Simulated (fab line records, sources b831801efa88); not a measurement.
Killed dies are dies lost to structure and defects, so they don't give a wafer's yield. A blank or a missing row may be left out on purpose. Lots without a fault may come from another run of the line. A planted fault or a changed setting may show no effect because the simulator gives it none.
Which tool did it? | flow gf180mcu | 12 lots, 36 wafers sampled, at 3 steps of a route of 602

WHAT THE GAUGES READ, wafer by wafer
GF_M3_CD_MEAS_14: target cd 280 nm. Usual: cd_nm 279.6 nm, standard deviation 1.5.
lot  | measured     | on        | cd_nm (nm)        | flag
L283 | day 21 10:35 | cd_sem-01 | 280.0 279.9 281.1 |
L284 | day 21 22:39 | cd_sem-02 | 280.5 279.0 281.0 |
L287 | day 23 00:32 | cd_sem-01 | 280.5 281.3 279.9 |
L288 | day 23 05:45 | cd_sem-01 | 279.0 280.1 278.4 |
L289 | day 23 19:27 | cd_sem-01 | 282.2 282.4 281.6 |
L295 | day 25 23:27 | cd_sem-01 | 280.1 279.7 280.6 |
L296 | day 26 00:55 | cd_sem-01 | 279.3 278.1 278.5 |
L299 | day 27 02:28 | cd_sem-02 | 277.9 277.5 277.8 |
L302 | day 28 00:31 | cd_sem-02 | 278.0 279.2 279.7 |
L304 | day 28 09:05 | cd_sem-02 | 282.1 281.7 281.4 |
L305 | day 28 10:55 | cd_sem-01 | 282.9 281.7 281.9 |
L306 | day 28 21:52 | cd_sem-02 | 278.7 278.9 278.2 |

GF_V3_THK_MEAS_03. Usual: V3_CVD_02_THK 849 nm, standard deviation 10.
lot  | measured     | on            | V3_CVD_02_THK (nm) | flag
L283 | day 21 11:35 | film_metro-04 | 838 840 854        |
L284 | day 22 00:08 | film_metro-04 | 838 833 847        |
L287 | day 23 01:35 | film_metro-02 | 836 835 837        |
L288 | day 23 06:56 | film_metro-02 | 849 850 857        |
L289 | day 23 20:32 | film_metro-02 | 849 851 834        |
L295 | day 26 00:31 | film_metro-01 | 862 835 845        |
L296 | day 26 01:56 | film_metro-04 | 846 849 854        |
L299 | day 27 03:27 | film_metro-01 | 840 865 852        |
L302 | day 28 01:40 | film_metro-04 | 850 867 857        |
L304 | day 28 10:14 | film_metro-04 | 839 838 853        |
L305 | day 28 11:56 | film_metro-04 | 844 849 858        |
L306 | day 28 23:01 | film_metro-04 | 837 853 856        |

WHICH TOOL RAN EACH LOT (tool, then ch and the chambers of the sampled wafers, then the start)
lot  | GF_M3_METAL_ETCH_16
L283 | rie_metal-04 ch 0,1, day 21 10:43
L284 | rie_metal-03 ch 1, day 21 22:49
L287 | rie_metal-02 ch 0,1, day 23 00:41
L288 | rie_metal-03 ch 0, day 23 05:55
L289 | rie_metal-02 ch 0,1, day 23 19:37
L295 | rie_metal-02 ch 0,1, day 25 23:37
L296 | rie_metal-04 ch 0,1, day 26 01:05
L299 | rie_metal-02 ch 0,1, day 27 02:36
L302 | rie_metal-04 ch 0, day 28 00:41
L304 | rie_metal-02 ch 0, day 28 09:16
L305 | rie_metal-03 ch 0,1, day 28 11:05
L306 | rie_metal-02 ch 0, day 28 22:03
- GF_M3_METAL_ETCH_16: etches the open film in Cl2/BCl3, stops on SiO2, target depth 750.8 nm, time 125.1 s.

WHAT THE TOOLS THEMSELVES READ (means of the sampled wafers that have a number; where no wafer has one, the mark that the record gives instead)
GF_M3_METAL_ETCH_16. Usual: drypump_motor_current_A 5.7 A, standard deviation 0.57; oes_product_au 0.988 a.u., standard deviation 0.0077; throttle_valve_pct 28.232 %, standard deviation 0.012.
lot  | tool         | drypump_motor_current_A (A) | oes_product_au (a.u.) | throttle_valve_pct (%) | flag
L283 | rie_metal-04 | 5.9                         | 0.985                 | 28.231                 |
L284 | rie_metal-03 | 6.5                         | 0.997                 | 28.223                 |
L287 | rie_metal-02 | 5.8                         | 0.991                 | 28.223                 |
L288 | rie_metal-03 | 4.9                         | 0.972                 | 28.243                 |
L289 | rie_metal-02 | 5.8                         | 0.991                 | 28.225                 |
L295 | rie_metal-02 | 5.8                         | 0.993                 | 28.227                 |
L296 | rie_metal-04 | 5.9                         | 0.990                 | 28.227                 |
L299 | rie_metal-02 | 5.8                         | 0.996                 | 28.223                 |
L302 | rie_metal-04 | 5.2                         | 0.986                 | 28.230                 |
L304 | rie_metal-02 | 5.7                         | 0.990                 | 28.230                 |
L305 | rie_metal-03 | 6.0                         | 0.982                 | 28.226                 |
L306 | rie_metal-02 | 5.7                         | 0.988                 | 28.225                 |

THE ANSWER, worked out from the rows above alone
Rule: a lot is off if the mean of its wafers that have a number lies more than 3 standard deviations from the usual mean. A lot without any number at a reading at which 4 lots or more have one is off too. The other lots that the step has rows for count as sound. The gauges are gone through in route order, then the tools' own readings, and for those a lot's mean is taken as printed above. The first step at which some lot is off is used, and at that step the reading that is off furthest; a lot without a number counts as furthest.
No lot is off at any reading shown: from this, nothing can be told.

WHAT THE SIMULATOR HAD PUT IN
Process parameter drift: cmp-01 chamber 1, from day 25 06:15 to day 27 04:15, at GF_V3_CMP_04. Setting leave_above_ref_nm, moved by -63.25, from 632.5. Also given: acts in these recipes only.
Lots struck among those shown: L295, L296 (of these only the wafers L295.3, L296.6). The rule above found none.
